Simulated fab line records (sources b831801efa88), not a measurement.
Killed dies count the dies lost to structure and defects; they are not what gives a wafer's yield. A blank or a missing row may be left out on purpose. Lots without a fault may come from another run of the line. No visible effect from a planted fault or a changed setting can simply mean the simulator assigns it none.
Which tool is to blame? -- flow gf180mcu -- 21 wafers from 7 lots sampled at 2 of the route's 602 steps

== WHAT THE GAUGES SHOWED, per wafer ==
GF_V3_THK_MEAS_25: measures by xrf.
lot,measured,on,V3_W_THK (nm)
L470,day 24 15:16,filmMetro-02,373 370 368
L472,day 25 10:11,filmMetro-02,368 370 361
L477,day 27 04:06,filmMetro-02,375 374 375
L479,day 27 16:49,filmMetro-03,376 384 370
L481,day 28 05:16,filmMetro-02,375 376 370
L484,day 29 02:56,filmMetro-04,382 372 375
L486,day 29 13:11,filmMetro-03,380 382 381

== WHICH TOOL RAN EACH LOT (tool, then ch and the chambers of the sampled wafers, then the start) ==
lot,GF_V3_ETCH_16
L470,"rieDiel-03 ch 0,2, day 24 14:16"
L472,"rieDiel-03 ch 0,2, day 25 09:04"
L477,"rieDiel-03 ch 0,1,2, day 27 02:40"
L479,"rieDiel-01 ch 0,1,2, day 27 15:46"
L481,"rieDiel-03 ch 0,1,2, day 28 04:14"
L484,"rieDiel-01 ch 0,1,3, day 29 01:55"
L486,"rieDiel-02 ch 0,2,3, day 29 12:04"
- GF_V3_ETCH_16: etches BARC in N2/H2.

== THE ANSWER, worked out from the rows above alone ==
Rule: usual is defined by the lots themselves. The widest of any qualifying gaps counts: lots, ordered by their means at a reading, are off when they make up no more than a third of the lots, leave a main group of 4 or more, and stand apart from it by 3 or more times the standard deviation of that group's means. A main group whose means are all the same, to the digits that the tables above print for the reading, isn't used. Also off: a lot with no number at a reading for which 4 or more lots have one. All remaining lots with rows at the step are treated as sound.
None of the lots is off at any reading shown; this tells nothing.

== WHAT THE SIMULATOR PUT IN ==
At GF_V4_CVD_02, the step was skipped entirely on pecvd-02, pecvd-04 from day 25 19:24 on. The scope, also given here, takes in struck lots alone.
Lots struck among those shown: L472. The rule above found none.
